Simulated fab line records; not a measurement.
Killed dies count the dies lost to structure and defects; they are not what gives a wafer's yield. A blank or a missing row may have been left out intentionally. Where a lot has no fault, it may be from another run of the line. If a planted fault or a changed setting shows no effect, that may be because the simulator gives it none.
Check of tool commonality    flow sky130    12 lots, 36 wafers sampled

== WHAT PROMPTED THE OPENING ==
Flagged at SKY_SD_P_CD_MEAS_07: reading cd_nm, on 1 of 12 lots. Wafers without a fault read 380.0 nm, standard deviation 2.6.
Rule: a lot gets a flag if all its wafers with a number sit over 4 standard deviations from that mean, or if no wafer of it has a number. All remaining lots are regarded as sound.

lot   measured      on         cd_nm (nm), wafer by wafer  flag
L645  day 26 02:16  cd_sem-02  377.2 377.7 378.7           
L646  day 26 21:31  cd_sem-01  375.3 375.8 375.8           
L648  day 27 06:14  cd_sem-02  377.6 380.7 380.1           
L652  day 29 01:23  cd_sem-01  376.6 377.2 378.1           
L654  day 29 09:51  cd_sem-01  382.5 378.9 382.1           
L655  day 29 17:52  cd_sem-02  411.2 411.0 409.6           FLAGGED
L656  day 30 14:06  cd_sem-01  382.0 383.2 380.4           
L661  day 31 11:26  cd_sem-01  378.7 378.8 381.5           
L662  day 31 15:10  cd_sem-02  380.2 381.8 382.4           
L664  day 32 14:41  cd_sem-02  377.6 380.4 378.8           
L665  day 33 02:01  cd_sem-01  383.1 383.5 383.9           
L667  day 33 11:16  cd_sem-01  378.6 378.5 380.6           
Average over the flagged lots: 410.6 nm; offset from the usual +30.6 nm, equal to +12 standard deviations.

== WHICH TOOL EACH LOT WENT THROUGH ==
The record holds 2 process steps before the reading, out of a route of 708 steps. Every cell lists first the tool, next ch and the chambers used by the sampled wafers, and last the start.
lot   flag     SKY_POLY_CUT_STRIP_12                 SKY_SD_P_EXPOSE_04
L645           plasma_asher-03 ch 0,1, day 24 21:38  iline_stepper-02 ch 0, day 25 11:47
L646           plasma_asher-04 ch 0,1, day 25 17:16  iline_stepper-02 ch 0, day 26 07:40
L648           plasma_asher-03 ch 0,1, day 26 02:12  iline_stepper-02 ch 0, day 26 16:31
L652           plasma_asher-04 ch 0,1, day 27 20:58  iline_stepper-01 ch 0, day 28 11:02
L654           plasma_asher-02 ch 0,1, day 28 05:36  iline_stepper-01 ch 0, day 28 19:50
L655  FLAGGED  plasma_asher-03 ch 0,1, day 28 12:57  iline_stepper-02 ch 0, day 29 03:22
L656           plasma_asher-03 ch 0,1, day 29 09:46  iline_stepper-01 ch 0, day 30 00:31
L661           plasma_asher-02 ch 0,1, day 30 06:52  iline_stepper-01 ch 0, day 30 21:22
L662           plasma_asher-04 ch 0,1, day 30 11:32  iline_stepper-02 ch 0, day 31 01:44
L664           plasma_asher-02 ch 0,1, day 31 11:18  iline_stepper-02 ch 0, day 32 01:01
L665           plasma_asher-04 ch 0,1, day 31 22:44  iline_stepper-02 ch 0, day 32 13:28
L667           plasma_asher-04 ch 0,1, day 32 09:49  iline_stepper-01 ch 0, day 32 22:37
What the steps here do:
- SKY_POLY_CUT_STRIP_12: strips in O2/N2.
- SKY_SD_P_EXPOSE_04: exposes mask PSDM, target cd 380 nm.
- SKY_SD_P_CD_MEAS_07: target cd 380 nm.

== FLAGGED AGAINST TOTAL, ONE TOOL AT A TIME (gauges that did the reading follow at the end) ==
step                   tool              lots run  flagged  share of the flagged lots  sound lots run after its first flagged lot
SKY_POLY_CUT_STRIP_12  plasma_asher-02   3         0        none                       -
SKY_POLY_CUT_STRIP_12  plasma_asher-03   4         1        all                        1 (L656)
SKY_POLY_CUT_STRIP_12  plasma_asher-04   5         0        none                       -
SKY_SD_P_EXPOSE_04     iline_stepper-01  5         0        none                       -
SKY_SD_P_EXPOSE_04     iline_stepper-02  7         1        all                        3 (L662,L664,L665)
SKY_SD_P_CD_MEAS_07    cd_sem-01         7         0        none                       -
SKY_SD_P_CD_MEAS_07    cd_sem-02         5         1        all                        2 (L662,L664)

== WHAT THE TABLE ALLOWS ==
Every flagged lot was run by 3 rows of the table: plasma_asher-03 at SKY_POLY_CUT_STRIP_12, iline_stepper-02 at SKY_SD_P_EXPOSE_04 and cd_sem-02 at SKY_SD_P_CD_MEAS_07.
- plasma_asher-03 at SKY_POLY_CUT_STRIP_12: 1 of its 4 lots flagged. Lots that were sound ran on it after the first flagged one (L656); a persistent fault on the entire tool would not allow that.
- iline_stepper-02 at SKY_SD_P_EXPOSE_04: 1 of its 7 lots flagged. Lots that were sound ran on it after the first flagged one (L662, L664, L665); a persistent fault on the entire tool would not allow that.
- cd_sem-02 at SKY_SD_P_CD_MEAS_07: 1 of its 5 lots flagged. Lots that were sound ran on it after the first flagged one (L662, L664); a persistent fault on the entire tool would not allow that.
None of the table's rows ran every flagged lot and, after the first, no sound lot.

== WHAT WAS PUT IN BY THE SIMULATOR ==
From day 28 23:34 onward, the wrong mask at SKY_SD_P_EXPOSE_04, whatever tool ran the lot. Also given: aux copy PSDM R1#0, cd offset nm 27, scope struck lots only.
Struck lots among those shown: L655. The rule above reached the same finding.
